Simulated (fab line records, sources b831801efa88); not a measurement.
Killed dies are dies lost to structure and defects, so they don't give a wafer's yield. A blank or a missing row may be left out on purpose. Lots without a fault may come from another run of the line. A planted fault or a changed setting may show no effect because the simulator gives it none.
A lot that was struck, set against a sound lot :: flow sky130 :: 15 out of 708 route steps
Sound: these wafers, L564.1, L564.3, L564.4. Struck: wafers L573.2, L573.4, L573.6. Last of all comes the cause.
Per side, at each step with rows, come the tool, then ch with its chambers, and then its first start. Under that, the readings that differ: sound wafers :: struck wafers :: difference of the means :: sigmas: that difference in standard deviations of wafers without a fault.
alike: readings whose means differ by less than 2 such deviations, and words and numbers that are the same on both sides. not compared: withheld readings, readings that some wafer has no value for, bounds like >300 that may hide the same value, and numbers for which the record gives no deviation and whose values overlap.
A row with sigmas, a row that says differs or no value, or rows on one side alone: a step with any of these is where the two part. Numbers that have no deviation but don't overlap get no sigmas and don't part them. A reading that every wafer of one side lacks parts them only if that side has two wafers or more.

SKY_CAP2M_THK_MEAS_01:
  sound on film-metro-02, day 43 20:01; struck on film-metro-04, day 46 12:39
  alike: CAP2M_CVD_00_THK
SKY_CAP2M_SPUTTER_02: material TiN, target thk 200 nm, time 166.7 s.
  sound on pvd-sputter-03, day 43 20:04; struck on pvd-sputter-04, day 46 12:42
  alike: susceptor-temp-C, throttle-valve-pct
SKY_CAP2M_RS_MEAS_03: a four-point-probe measurement.
  sound on film-metro-03, day 43 20:10; struck on film-metro-04, day 46 12:50
  alike: CAP2M_TIN_RS
SKY_CAP2M_THK_MEAS_04: measures by xrf.
  sound on film-metro-03, day 43 20:17; struck on film-metro-04, day 46 12:56
  alike: CAP2M_TIN_THK
then, 7 steps without rows for these wafers: SKY_CAP2M_DEHYDRATE_05 (time 60 s); SKY_CAP2M_HMDS_06 (prime time 60 s); SKY_CAP2M_COAT_07 (resist thk 1140 nm); SKY_CAP2M_SOFTBAKE_08 (time 60 s); SKY_CAP2M_EXPOSE_09 (exposes mask CAP2M, target cd 1000 nm); SKY_CAP2M_PEB_10; SKY_CAP2M_DEVELOP_11 (develop time 60 s).
SKY_CAP2M_OVL_MEAS_12:
  sound on overlay-01, day 44 17:31; struck on overlay-02, day 47 07:49
  alike: CAP2M_OVL
SKY_CAP2M_METAL_ETCH_13: etches TiN in Cl2/BCl3, stops on SiO2, target depth 220 nm, time 62.9 s.
  sound on rie-metal-04 ch 0,1, day 44 17:33; struck on rie-metal-04 ch 0,1, day 47 07:51
reading: oes-product-au (a.u.)
sound: 0.936 0.941 0.945
struck: 0.874 0.887 0.887
difference: -0.058
sigmas: -8

reading: throttle-valve-pct (%)
sound: 21.888 21.907 21.910
struck: 21.947 21.939 21.923
difference: +0.035
sigmas: +3

reading: model.NOVOLAK_of_CAP2M_COAT_07.thk-nm (nm)
sound: 996.2 997.2 1000
struck: 1026 1022 1023
difference: +26
sigmas: 

reading: model.etch.depth-nm (nm)
sound: 199.2 200.8 201.2
struck: 174.4 180.8 180.8
difference: -21.7
sigmas: 

reading: model.CAP2M.feature-depth-nm (nm)
sound: 199.2 200.8 201.2
struck: 174.4 180.8 180.8
difference: -21.7
sigmas: 
  alike: drypump-motor-current-A
  not compared: rf-hours-counter-h
SKY_CAP2M_STRIP_14: strips in O2/N2.
  sound on plasma-asher-03 ch 0,1, day 44 17:38; struck on plasma-asher-02 ch 0,1, day 47 07:56
reading: strip-time-to-endpoint-s (s)
sound: 12.67 12.69 12.73
struck: 12.97 12.92 12.94
difference: +0.25
sigmas: +6
  alike: drypump-motor-current-A, oes-product-au
  not compared: rf-hours-counter-h
then, 1 step without rows for these wafers: SKY_CAP2M_STRIP_15 (strips in post etch residue remover, time 1200 s).

== WHERE THEY PART ==
First at SKY_CAP2M_METAL_ETCH_13; last, within this record, at SKY_CAP2M_STRIP_14.

WHY: whatever the simulator had introduced
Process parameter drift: rie-metal-04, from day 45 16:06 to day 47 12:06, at SKY_CAP2M_METAL_ETCH_13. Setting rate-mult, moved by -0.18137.
